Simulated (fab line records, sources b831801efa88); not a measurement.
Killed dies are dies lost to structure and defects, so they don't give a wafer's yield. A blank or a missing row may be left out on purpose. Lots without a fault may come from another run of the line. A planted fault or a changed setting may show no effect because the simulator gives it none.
Which tool did it? | flow gf180mcu | 13 lots, 39 wafers sampled, at 2 steps of a route of 602

WHAT THE GAUGES READ, wafer by wafer
GF_V3_RS_MEAS_24: measures by four-point-probe. Usual: V3_W_RS 0.326 ohm/sq, standard deviation 0.0031.
lot  | measured     | on            | V3_W_RS (ohm/sq)  | flag
L461 | day 23 03:16 | film_metro-01 | 0.325 0.325 0.327 |
L462 | day 23 15:13 | film_metro-01 | 0.329 0.329 0.328 |
L463 | day 23 22:01 | film_metro-04 | 0.319 0.320 0.322 |
L464 | day 24 07:25 | film_metro-01 | 0.328 0.326 0.331 |
L468 | day 25 19:43 | film_metro-01 | 0.323 0.323 0.324 |
L470 | day 26 11:10 | film_metro-02 | 0.327 0.327 0.326 |
L473 | day 27 03:05 | film_metro-01 | 0.326 0.326 0.326 |
L475 | day 27 16:52 | film_metro-01 | 0.325 0.322 0.329 |
L476 | day 28 05:59 | film_metro-04 | 0.327 0.326 0.328 |
L478 | day 28 18:50 | film_metro-04 | 0.331 0.326 0.325 |
L479 | day 29 00:07 | film_metro-02 | 0.325 0.328 0.328 |
L480 | day 29 05:05 | film_metro-02 | 0.327 0.334 0.327 |
L482 | day 29 23:10 | film_metro-02 | 0.324 0.323 0.324 |

WHICH TOOL RAN EACH LOT (tool, then ch and the chambers of the sampled wafers, then the start)
lot  | GF_V3_ETCH_17
L461 | rie_diel-03 ch 0,2,3, day 23 03:16 or earlier
L462 | rie_diel-02 ch 0,1,3, day 23 15:13 or earlier
L463 | rie_diel-02 ch 1,2,3, day 23 22:01 or earlier
L464 | rie_diel-01 ch 2,3, day 24 07:25 or earlier
L468 | rie_diel-02 ch 1,2,3, day 25 19:43 or earlier
L470 | rie_diel-03 ch 1,3, day 26 11:10 or earlier
L473 | rie_diel-01 ch 1,2,3, day 27 03:05 or earlier
L475 | rie_diel-02 ch 0,1, day 27 16:52 or earlier
L476 | rie_diel-01 ch 0,1, day 28 05:59 or earlier
L478 | rie_diel-01 ch 0,1, day 28 18:50 or earlier
L479 | rie_diel-01 ch 1,2,3, day 29 00:07 or earlier
L480 | rie_diel-01 ch 0,1,2, day 29 05:05 or earlier
L482 | rie_diel-01 ch 1,2,3, day 29 23:10 or earlier
- GF_V3_ETCH_17: etches SiO2 in C4F8/O2/Ar, stops on TiN, target depth 635 nm.

WHAT THE TOOLS THEMSELVES READ (means of the sampled wafers that have a number; where no wafer has one, the mark that the record gives instead)
GF_V3_ETCH_17. Usual: bias_w 1161 W, standard deviation 3.5; oes_product_au 0.856 a.u., standard deviation 0.0046.
lot  | tool        | bias_w (W) | oes_product_au (a.u.) | flag
L461 | rie_diel-03 | 1157       | 0.860                 |
L462 | rie_diel-02 | 1162       | 0.856                 |
L463 | rie_diel-02 | 1160       | 0.862                 |
L464 | rie_diel-01 | 1162       | 0.858                 |
L468 | rie_diel-02 | 1161       | 0.857                 |
L470 | rie_diel-03 | 1158       | 0.858                 |
L473 | rie_diel-01 | 1162       | 0.854                 |
L475 | rie_diel-02 | 1159       | 0.854                 |
L476 | rie_diel-01 | 1162       | 0.854                 |
L478 | rie_diel-01 | 1162       | 0.857                 |
L479 | rie_diel-01 | 1160       | 0.857                 |
L480 | rie_diel-01 | 1161       | 0.858                 |
L482 | rie_diel-01 | 1161       | 0.854                 |

THE ANSWER, worked out from the rows above alone
Rule: a lot is off if the mean of its wafers that have a number lies more than 3 standard deviations from the usual mean. A lot without any number at a reading at which 4 lots or more have one is off too. The other lots that the step has rows for count as sound. The gauges are gone through in route order, then the tools' own readings, and for those a lot's mean is taken as printed above. The first step at which some lot is off is used, and at that step the reading that is off furthest; a lot without a number counts as furthest.
No lot is off at any reading shown: from this, nothing can be told.

WHAT THE SIMULATOR HAD PUT IN
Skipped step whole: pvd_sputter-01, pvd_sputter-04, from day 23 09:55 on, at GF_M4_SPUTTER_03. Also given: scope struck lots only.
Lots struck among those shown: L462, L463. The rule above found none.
